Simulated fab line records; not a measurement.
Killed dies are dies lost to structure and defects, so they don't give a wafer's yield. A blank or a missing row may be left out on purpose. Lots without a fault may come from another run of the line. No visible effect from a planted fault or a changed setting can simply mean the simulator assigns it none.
Chamber matching | flow sky130 | cmp-02 running SKY_VIA2_CMP_24: 4 sister chambers
The step polishes, stops on SiO2, t overpolish 20 s, target thk 0 nm. 8 wafers are shown with their chamber, then 7 later ones without.

WAFERS, EACH WITH ITS CHAMBER
wafer  | chamber | motor current A (A) | overpolish run s (s)
L496.2 | 1       | 12.2                | 20.006
L498.2 | 2       | 11.7                | 20.006
L498.5 | 0       | 11.2                | 20.016
L506.2 | 1       | 11.8                | 20.004
L506.5 | 0       | 11.5                | 20.007
L506.6 | 3       | 13.1                | 19.993
L511.2 | 3       | 13.0                | 19.986
L511.3 | 2       | 11.8                | 20.016

WAFERS WHOSE CHAMBER IS MISSING
wafer  | motor current A (A) | overpolish run s (s)
L511.4 | 12.1                | 20.007
L513.1 | 12.6                | 19.991
L513.3 | 10.7                | 20.017
L513.5 | 11.5                | 20.004
L514.1 | 10.6                | 20.016
L514.2 | 12.5                | 20.010
L514.5 | 11.6                | 20.019

CHAMBER TAKEN BY EACH
wafer  | from the rows above          | in truth
L511.4 | can't be placed: 1 or 2      | 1
L513.1 | can't be placed: 3 or 1      | 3
L513.3 | 0                            | 0
L513.5 | can't be placed: 0 or 2 or 1 | 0
L514.1 | 0                            | 0
L514.2 | can't be placed: 1 or 2 or 3 | 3
L514.5 | can't be placed: 2 or 0 or 1 | 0
2 of 7 placed correctly. Unplaceable from these rows: 5, with the true chamber sitting among the candidates in 5. Number placed wrongly: 0.
How it was worked out, from the rows above alone: a wafer's distance from a chamber is the root of the sum, over the readings, of the square of ((its reading less the chamber's mean) divided by the reading's scatter). If the next closest chamber is less than 2 further off than the closest, the wafer can't be placed; otherwise it belongs to the closest. A chamber's mean is the mean of its shown wafers. The scatter: take each reading less its chamber's mean, square it, sum over the shown wafers, divide by the number of wafers less the number of chambers, and take the root.
